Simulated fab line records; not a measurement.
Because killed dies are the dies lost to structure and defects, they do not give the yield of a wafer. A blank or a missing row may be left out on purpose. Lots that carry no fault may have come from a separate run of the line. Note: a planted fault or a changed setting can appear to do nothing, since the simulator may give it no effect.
A struck lot beside a sound one / flow sky130 / 25 out of 708 route steps
Sound: wafers L674.2, L674.3, L674.5. Wafers L686.1, L686.2, L686.5 were the ones struck. The cause is named last.
Order at every step that has rows: each side's tool, ch and its chambers, its first start. Under that, the readings that differ: sound wafers / struck wafers / difference of the means / sigmas: that difference in standard deviations of wafers without a fault.
alike: readings whose means differ by less than 2 such deviations, and words and numbers that are the same on both sides. not compared: withheld readings, readings that some wafer has no value for, bounds like >300 that may hide the same value, and numbers for which the record gives no deviation and whose values overlap.
Wherever a step has rows on one side only, a row that says differs or no value, or a row with sigmas, the two part there. Numbers that have no deviation but don't overlap get no sigmas and don't part them. A reading missing from all wafers of one side parts the sides only when that side holds two or more wafers.

SKY_NWELL_RS_MEAS_31: measures by four-point-probe.
  sound on filmMetro-02 at day 5 20:29; struck on filmMetro-02 at day 8 16:49
  alike: PWDE_RS
then, 7 steps without rows for these wafers: SKY_VT_ADJUST_HVTP_DEHYDRATE_00 (time 60 s); SKY_VT_ADJUST_HVTP_HMDS_01 (prime time 60 s); SKY_VT_ADJUST_HVTP_COAT_02 (resist thk 1140 nm); SKY_VT_ADJUST_HVTP_SOFTBAKE_03 (time 60 s); SKY_VT_ADJUST_HVTP_EXPOSE_04 (exposes mask HVTPM, target cd 380 nm); SKY_VT_ADJUST_HVTP_PEB_05; SKY_VT_ADJUST_HVTP_DEVELOP_06 (develop time 60 s).
SKY_VT_ADJUST_HVTP_CD_MEAS_07 targets a cd of 380 nm.
  sound on cdSem-01 at day 6 16:02; struck on cdSem-02 at day 9 15:29
  alike: cdNm
SKY_VT_ADJUST_HVTP_OVL_MEAS_08:
  sound on overlay-01 at day 6 16:09; struck on overlay-02 at day 9 15:37
  alike: VT_ADJUST_HVTP_OVL
after that, 1 step had no rows for these wafers: SKY_VT_ADJUST_HVTP_IMPLANT_09.
SKY_VT_ADJUST_HVTP_STRIP_10: strips in O2/N2.
  sound on plasmaAsher-03 ch 0,1, day 6 16:20; struck on plasmaAsher-01 ch 0,1, day 9 15:47
reading=oesProductAu (a.u.); sound=0.713 0.708 0.722; struck=0.949 0.939 0.953; difference=+0.233; sigmas=+51
reading=stripTimeToEndpointS (s); sound=14.24 14.21 14.19; struck=- - -; difference=no value on the struck wafers; sigmas=
reading=model.NOVOLAK_of_VT_ADJUST_HVTP_COAT_02.thkNm (nm); sound=0 0 0; struck=281.9 282.8 283.3; difference=+282.7; sigmas=
  alike: drypumpMotorCurrentA
  not compared: rfHoursCounterH
SKY_VT_ADJUST_HVTP_TW_MEAS_11:
  sound on filmMetro-01 at day 6 16:26; struck on filmMetro-02 at day 9 15:53
  alike: VT_ADJUST_HVTP_TW
then, 7 steps without rows for these wafers: SKY_VT_ADJUST_LVTN_DEHYDRATE_00 (time 60 s); SKY_VT_ADJUST_LVTN_HMDS_01 (prime time 60 s); SKY_VT_ADJUST_LVTN_COAT_02 (resist thk 3000 nm); SKY_VT_ADJUST_LVTN_SOFTBAKE_03; SKY_VT_ADJUST_LVTN_EXPOSE_04 (exposes mask NWM COMPLEMENT LESS NATIVE, target cd 840 nm); SKY_VT_ADJUST_LVTN_PEB_05; SKY_VT_ADJUST_LVTN_DEVELOP_06 (develop time 60 s).
SKY_VT_ADJUST_LVTN_OVL_MEAS_07:
  sound on overlay-01 at day 7 13:14; struck on overlay-02 at day 10 15:28
reading=VT_ADJUST_LVTN_OVL (nm); sound=4.7 2.1 2.1; struck=-1.6 -0.3 -1.3; difference=-4.0; sigmas=-3
after that, 1 step had no rows for these wafers: SKY_VT_ADJUST_LVTN_IMPLANT_08.
SKY_VT_ADJUST_LVTN_STRIP_09: strips in O2/N2.
  sound on plasmaAsher-04 ch 1, day 7 13:25; struck on plasmaAsher-04 ch 0,1, day 10 15:39
reading=stripTimeToEndpointS (s); sound=36.88 36.87 36.86; struck=41.08 41.16 41.04; difference=+4.22; sigmas=+44
  alike: drypumpMotorCurrentA, oesProductAu
  not compared: rfHoursCounterH
SKY_VT_ADJUST_LVTN_TW_MEAS_10:
  sound on filmMetro-03 at day 7 13:32; struck on filmMetro-03 at day 10 15:45
reading=VT_ADJUST_LVTN_TW; sound=243.3 241.8 242.0; struck=31.9 31.5 31.6; difference=-210.7; sigmas=-99 or more
then, 1 step without rows for these wafers: SKY_VT_ADJUST_LVTN_DEHYDRATE_11 (time 60 s).

== WHERE THEY PART ==
Last at SKY_VT_ADJUST_LVTN_TW_MEAS_10 as far as this record goes, first at SKY_VT_ADJUST_HVTP_STRIP_10.

WHY: what had been put in by the simulator
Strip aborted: plasmaAsher-01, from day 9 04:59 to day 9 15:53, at SKY_VT_ADJUST_HVTP_STRIP_10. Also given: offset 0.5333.
